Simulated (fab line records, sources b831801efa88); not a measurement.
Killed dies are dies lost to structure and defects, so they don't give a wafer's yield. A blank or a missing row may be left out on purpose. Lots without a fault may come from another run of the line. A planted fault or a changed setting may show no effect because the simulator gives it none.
Problem report in the 8D (eight disciplines) form, filled by code | flow sky130 | the parts of the form that need people (team, actions taken, sign-off) are left out

1. THE PROBLEM
killed_at_front_end at SKY_PAD_OPEN_PROBE_99 reads a mean of 66 on 2 wafers of 1 lot; wafers without a fault read 15 with a standard deviation of 4.5. That is +11 standard deviations from the usual mean.
First seen on wafer L861.3, day 50 00:23, on prober-02. The record holds 33 wafers of 11 lots with a number at this step. Rule for "out", or "out of limits": more than 4 standard deviations from the usual mean. The other wafers with a number count as sound.

2. WHAT IT IS AND WHAT IT IS NOT
question                    | is                  | is not
which readings at this step | killed_at_front_end | killed_at_M0_to_M3, killed_at_M4_up, killed_at_contacts, killed_at_other, killed_open, killed_short
which lots                  | L861                | L845, L846, L847, L848, L851, L852, L853, L854, L858, L860
which wafers of those lots  | L861.3, L861.6      | L861.4
read on which tools         | prober-02           | prober-01
when                        | from day 50 00:23   | up to then (30 sound wafers); but 1 sound wafer of L861 came after

3. SUSPECTS, AND WHAT RULES EACH OUT
Counting: a tool at a process step up to the reading stays a suspect if it ran every lot that is out. Sound lots after the first of them don't rule it out here, since some wafers of a struck lot are sound.
- rie_si-02 at SKY_FIELD_ISO_ETCH_17 (etches Si in HBr/Cl2/O2, target depth 342 nm, time 97.7 s): kept. It ran the lot that is out, L861 (day 6 03:17); its last sound lot up to then is L854 (day 4 13:53).
- pvd_sputter-01 at SKY_METAL5_SPUTTER_01 (material TiN, target thk 20 nm, time 16.7 s): kept. It ran the lot that is out, L861 (day 47 13:16); its last sound lot up to then is L858 (day 47 07:52).
- rie_diel-03 at SKY_PAD_OPEN_ETCH_07 (etches the open film in CF4/O2, stops on AlCu, target depth 725 nm, time 161.1 s): kept. It ran the lot that is out, L861 (day 49 21:49); its last sound lot up to then is L858 (day 49 15:13).
- plasma_asher-03 at SKY_PAD_OPEN_STRIP_08 (strips in O2/N2): kept. It ran the lot that is out, L861 (day 49 21:58); its last sound lot up to then is L858 (day 49 15:20).
- prober-02 at SKY_PAD_OPEN_PROBE_99: kept. It ran the lot that is out, L861 (day 50 00:23); its last sound lot up to then is L852 (day 48 00:18). Its own readings are out on those wafers: killed_at_front_end.
- Within rie_si-02 at SKY_FIELD_ISO_ETCH_17: the wafers that are out ran in chamber 0; their sound lot-mates ran in chamber 2.
Left after counting: rie_si-02 at SKY_FIELD_ISO_ETCH_17, pvd_sputter-01 at SKY_METAL5_SPUTTER_01, rie_diel-03 at SKY_PAD_OPEN_ETCH_07, plasma_asher-03 at SKY_PAD_OPEN_STRIP_08, prober-02 at SKY_PAD_OPEN_PROBE_99.

4. THE CAUSE (what the simulator had put in)
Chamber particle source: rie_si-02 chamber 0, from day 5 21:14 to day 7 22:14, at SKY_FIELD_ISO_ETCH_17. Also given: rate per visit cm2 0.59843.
Counting left 5 suspects, and this tool is among them.

5. THE CHAIN OF EFFECTS, in route order
Each row: a reading whose mean over the struck wafers that have a number lies more than 3 standard deviations from the usual. Only readings for which the record gives a usual standard deviation are gone through. hours: the time from each lot's start at the first step in this table that gives one to its start at this step, as a median over the lots. sigmas: the change in usual standard deviations.
hours | step                  | reading             | usual | on struck wafers | change | sigmas
0     | SKY_PAD_OPEN_PROBE_99 | killed_at_front_end | 15    | 66               | +52    | +11
0     | SKY_PAD_OPEN_PROBE_99 | killed_dies         | 85    | 126              | +41    | +4.3
The process steps in it:
- SKY_PAD_OPEN_PROBE_99

6. WHAT WOULD HAVE CAUGHT IT SOONER
In this record the first reading out of limits was taken at day 50 00:23, 1059 hours after the fault began at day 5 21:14.
Of the tool readings at SKY_FIELD_ISO_ETCH_17 for which the record gives a usual standard deviation, none was out on any struck wafer, so an alarm limit of 4 standard deviations on them would not have fired.
All the lots that are out (1) had begun SKY_FIELD_ISO_ETCH_17 on rie_si-02 by day 50 00:23. A hold on the tool at that time would have spared none of them.
